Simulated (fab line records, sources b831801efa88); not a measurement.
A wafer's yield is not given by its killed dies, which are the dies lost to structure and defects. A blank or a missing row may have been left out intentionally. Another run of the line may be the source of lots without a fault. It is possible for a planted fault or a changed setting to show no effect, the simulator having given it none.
Matching of chambers | flow sky130 | pecvd-04 running SKY_CAP2M_CVD_00: 3 sister chambers
The step deposits SiO2, target thk 15.5 nm. 3 wafers are shown with their chamber, then 8 later ones without.

== WAFERS, EACH WITH ITS CHAMBER ==
wafer  | chamber | heaterPowerW (W)
L090.5 | 0       | 892
L090.6 | 2       | 527
L092.1 | 1       | 589

== WAFERS WITH NO CHAMBER GIVEN ==
wafer  | heaterPowerW (W)
L092.4 | 830
L092.5 | 483
L095.1 | 485
L095.5 | 488
L095.6 | 730
L096.2 | 556
L096.3 | 820
L096.5 | 820

== CHAMBER TAKEN BY EACH ==
wafer  | from the rows above          | in truth
L092.4 | 0                            | 0
L092.5 | can't be placed: 2 or 1      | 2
L095.1 | can't be placed: 2 or 1      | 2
L095.5 | can't be placed: 2 or 1      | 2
L095.6 | can't be placed: 1 or 0 or 2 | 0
L096.2 | can't be placed: 2 or 1      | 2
L096.3 | 0                            | 0
L096.5 | 0                            | 0
3 of 8 placed correctly. Unplaceable from these rows: 5, with the true chamber sitting among the candidates in 5. Number placed wrongly: 0.
How it was worked out, from the rows above alone: a wafer's distance from a chamber is the root of the sum, over the readings, of the square of ((its reading less the chamber's mean) divided by the reading's scatter). The wafer belongs to the nearest chamber; if the next one is less than 2 further off, it can't be placed. For every chamber, the mean is computed from those of its wafers that are shown. The scatter: with one shown wafer a chamber, the root of the mean of the squares of how far each hidden wafer lies from its nearest shown one.
